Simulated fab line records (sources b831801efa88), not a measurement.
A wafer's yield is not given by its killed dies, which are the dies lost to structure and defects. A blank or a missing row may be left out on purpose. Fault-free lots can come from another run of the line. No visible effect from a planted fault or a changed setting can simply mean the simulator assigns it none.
Struck lot and sound lot, side by side || flow sky130 || 17 steps out of a route of 708
Sound: wafers L971.3, L971.4, L971.5. Wafers struck: L959.2, L959.3, L959.4. The cause comes at the end.
Order at every step that has rows: each side's tool, ch and its chambers, its first start. Under that, the readings that differ: sound wafers || struck wafers || difference of the means || sigmas: that difference in standard deviations of wafers without a fault.
alike: readings with means less than 2 such deviations apart, plus words and numbers identical on both sides. not compared: withheld readings, readings lacking a value on some wafer, bounds such as >300 that could conceal the same value, and numbers that have no deviation in the record and whose values overlap.
The two part at a step that has a row with sigmas, a row that says differs or no value, or rows on one side only. When numbers do not overlap yet have no deviation, they are printed without sigmas and do not part them. Lack of a reading on every wafer of one side parts them only where that side has two or more wafers.

SKY_LDD_P_OVL_MEAS_08:
  sound on overlay-02 at day 25 20:55; struck on overlay-02 at day 20 23:28
{"reading": "LDD_P_OVL (nm)", "sound": "2.2 0.7 1.6", "struck": "3.5 5.0 3.3", "difference": "+2.4", "sigmas": "+2"}
following that, these wafers have no rows for 1 step: SKY_LDD_P_IMPLANT_09.
SKY_LDD_P_STRIP_10: strips in O2/N2.
  sound on plasma-asher-01 ch 0,1, day 25 21:08; struck on plasma-asher-04 ch 0,1, day 20 23:38
{"reading": "strip-time-to-endpoint-s (s)", "sound": "13.97 13.94 14.01", "struck": "13.89 13.90 13.86", "difference": -0.09, "sigmas": -2}
  alike: drypump-motor-current-A, n2-flow-sccm, oes-product-au
  not compared: rf-hours-counter-h
SKY_LDD_P_TW_MEAS_11:
  sound on film-metro-01 at day 25 21:13; struck on film-metro-03 at day 20 23:45
  alike: LDD_P_TW
then, 7 steps without rows for these wafers: SKY_LDD_HVN_DEHYDRATE_00 (time 60 s); SKY_LDD_HVN_HMDS_01 (prime time 60 s); SKY_LDD_HVN_COAT_02 (resist thk 300 nm); SKY_LDD_HVN_SOFTBAKE_03 (time 60 s); SKY_LDD_HVN_EXPOSE_04 (exposes mask HVNTM, target cd 700 nm); SKY_LDD_HVN_PEB_05; SKY_LDD_HVN_DEVELOP_06 (develop time 60 s).
SKY_LDD_HVN_OVL_MEAS_07:
  sound on overlay-01 at day 27 02:01; struck on overlay-02 at day 22 06:35
{"reading": "LDD_HVN_OVL (nm)", "sound": "-2.3 -4.3 -2.1", "struck": "0.3 -0.4 0.3", "difference": "+3.0", "sigmas": "+2"}
SKY_LDD_HVN_IMPLANT_08:
  sound on implanter-01 ch 0, day 27 02:05; struck on implanter-01 ch 0, day 22 06:39
{"reading": "tilt-deg (degrees)", "sound": "40.040 39.995 40.038", "struck": "0.021 -0.022 0.028", "difference": -40.015, "sigmas": "-99 or more"}
SKY_LDD_HVN_STRIP_09: strips in O2/N2.
  sound on plasma-asher-02 ch 0,1, day 27 02:13; struck on plasma-asher-03 ch 0,1, day 22 06:46
{"reading": "oes-product-au (a.u.)", "sound": "0.413 0.413 0.424", "struck": "0.408 0.402 0.403", "difference": -0.012, "sigmas": -3}
{"reading": "strip-time-to-endpoint-s (s)", "sound": "4.131 4.128 4.142", "struck": "4.078 4.110 4.111", "difference": -0.034, "sigmas": -2}
  alike: drypump-motor-current-A, n2-flow-sccm
  not compared: rf-hours-counter-h
SKY_LDD_HVN_TW_MEAS_10:
  sound on film-metro-04 at day 27 02:18; struck on film-metro-02 at day 22 06:53
{"reading": "LDD_HVN_TW", "sound": "1452 1461 1454", "struck": "1283 1282 1278", "difference": -175, "sigmas": -12}
then, 1 step without rows for these wafers: SKY_LDD_HVP_DEHYDRATE_00 (time 60 s).
-- a jump in the record: the struck wafers' starts before and after are 25 days apart (it breaks off in module LDD_HVP and resumes in module PAD_OPEN, where the first step shown is number 708 of the route) --
SKY_PAD_OPEN_PROBE_99:
  sound on prober-01 at day 50 07:52; struck on prober-01 at day 47 05:58
{"reading": "model.etest.tip_n_5v.rs-ohm-sq", "sound": "1381 1378 1369", "struck": "991.2 997.2 989", "difference": -383.5, "sigmas": ""}
{"reading": "model.etest.nfet-g5v0d10v5.r-on-ohm-um", "sound": "1899 1875 1898", "struck": "1804 1842 1807", "difference": -73, "sigmas": ""}
{"reading": "model.etest.nfet-g5v0d10v5.drive-ua-um", "sound": "599.2 601 603.1", "struck": "638 613.2 618.7", "difference": "+22", "sigmas": ""}
{"reading": "model.etest.nfet_05v0_nvt.drive-ua-um", "sound": "569.2 573.9 574.8", "struck": "598.9 578.5 579.9", "difference": "+13.1", "sigmas": ""}
{"reading": "model.etest.res-ndiff-hv.rs-ohm-sq", "sound": "114.3 114.4 115", "struck": "111.6 112 111", "difference": -3.0, "sigmas": ""}
{"reading": "model.etest.nfet-g5v0d10v5.vt-sat-v (V)", "sound": "0.7594 0.7638 0.7587", "struck": "0.7268 0.7402 0.7438", "difference": -0.0237, "sigmas": ""}
  alike: killed_at_M0_to_M3, killed_at_M4_up, killed-at-contacts, killed-at-front-end, killed-at-other, killed-dies, killed-open, killed-short
  not compared: model.etest.ring_5v.delay-ps

WHERE THEY PART
Earliest at SKY_LDD_P_OVL_MEAS_08; latest, in this record, at SKY_LDD_HVN_TW_MEAS_10. Later steps at which nothing parts them and some readings are alike: SKY_PAD_OPEN_PROBE_99.

WHY: what had been put in by the simulator
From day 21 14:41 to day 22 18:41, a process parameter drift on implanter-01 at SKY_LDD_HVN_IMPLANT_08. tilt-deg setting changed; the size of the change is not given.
